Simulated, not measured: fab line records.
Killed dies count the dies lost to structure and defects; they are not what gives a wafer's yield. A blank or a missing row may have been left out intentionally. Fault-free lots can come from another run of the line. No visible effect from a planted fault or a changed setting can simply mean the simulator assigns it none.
Which tool was responsible? -- flow gf180mcu -- Sampling: 13 lots, 39 wafers, 3 of 602 route steps

WHAT THE GAUGES SHOWED, per wafer
GF_M1_OVL_MEAS_15.
lot,measured,on,M1_OVL (nm)
L658,day 18 06:36,overlay-02,13 3 8
L659,day 18 13:23,overlay-02,-1 7 2
L660,day 18 19:05,overlay-01,7 -7 -6
L661,day 18 21:10,overlay-01,12 9 12
L662,day 19 10:42,overlay-02,-2 -4 1
L663,day 19 18:26,overlay-01,11 5 9
L665,day 21 03:11,overlay-02,-4 -10 0
L670,day 22 13:13,overlay-02,6 6 0
L672,day 22 22:09,overlay-01,-3 -2 2
L675,day 24 06:17,overlay-01,-2 4 1
L677,day 24 16:41,overlay-02,4 -3 4
L678,day 24 23:48,overlay-02,3 -4 -1
L679,day 25 06:53,overlay-02,5 -3 7

GF_M2_OVL_MEAS_15.
lot,measured,on,M2_OVL (nm)
L658,day 20 09:59,overlay-01,-1 1 2
L659,day 20 17:19,overlay-02,5 -5 0
L660,day 20 22:41,overlay-02,2 3 2
L661,day 21 01:10,overlay-01,2 4 -6
L662,day 21 14:45,overlay-01,-2 -3 -5
L663,day 21 21:44,overlay-01,9 7 4
L665,day 23 05:36,overlay-01,-3 -5 -5
L670,day 24 13:43,overlay-02,0 -2 2
L672,day 24 22:10,overlay-01,-5 4 2
L675,day 26 05:01,overlay-01,1 -5 -1
L677,day 26 14:25,overlay-02,2 6 5
L678,day 26 20:35,overlay-01,9 -13 -1
L679,day 27 02:43,overlay-01,6 -5 1

WHAT TOOL EACH LOT RAN ON (gives the tool, then ch and the chambers of the sampled wafers, and finally the start)
lot,GF_LVPWELL_EXPOSE_04
L658,"iline_stepper-02 ch 0, day 4 07:04"
L659,"iline_stepper-01 ch 0, day 4 12:46"
L660,"iline_stepper-02 ch 0, day 4 15:56"
L661,"iline_stepper-02 ch 0, day 4 18:48"
L662,"iline_stepper-01 ch 0, day 5 00:27"
L663,"iline_stepper-01 ch 0, day 5 04:53"
L665,"iline_stepper-01 ch 0, day 5 23:25"
L670,"iline_stepper-01 ch 0, day 6 23:21"
L672,"iline_stepper-01 ch 0, day 7 05:07"
L675,"iline_stepper-02 ch 0, day 7 23:50"
L677,"iline_stepper-01 ch 0, day 8 10:36"
L678,"iline_stepper-01 ch 0, day 8 16:32"
L679,"iline_stepper-01 ch 0, day 8 21:51"
- GF_LVPWELL_EXPOSE_04: exposes mask LVPWELL, target cd 600 nm.

WHAT THE TOOLS THEMSELVES READ (means of the sampled wafers that have a number; where no wafer has one, the mark that the record gives instead)
The record holds no such reading with a usual standard deviation.

THE ANSWER, worked out from the rows above alone
Rule: what is usual is taken from the lots themselves. Put in order of their means at a reading, lots are off if they are a third of the lots or fewer, leave a main group of 4 or more, and stand apart from it by a gap of 3 or more times the standard deviation of the main group's means; of several such gaps the widest counts. Not used: any main group whose means are identical at the precision the tables above print for the reading. Also off: a lot with no number at a reading for which 4 or more lots have one. Any other lot the step has rows for is counted as sound. First the gauges in route order, then the tools' own readings, where a lot's mean is used as printed above. The first step at which some lot is off is used, and at that step the reading that is off furthest; a lot without a number counts as furthest.
No lot is off on any of the readings shown, so nothing can be concluded from this.

WHAT HAD BEEN PUT IN BY THE SIMULATOR
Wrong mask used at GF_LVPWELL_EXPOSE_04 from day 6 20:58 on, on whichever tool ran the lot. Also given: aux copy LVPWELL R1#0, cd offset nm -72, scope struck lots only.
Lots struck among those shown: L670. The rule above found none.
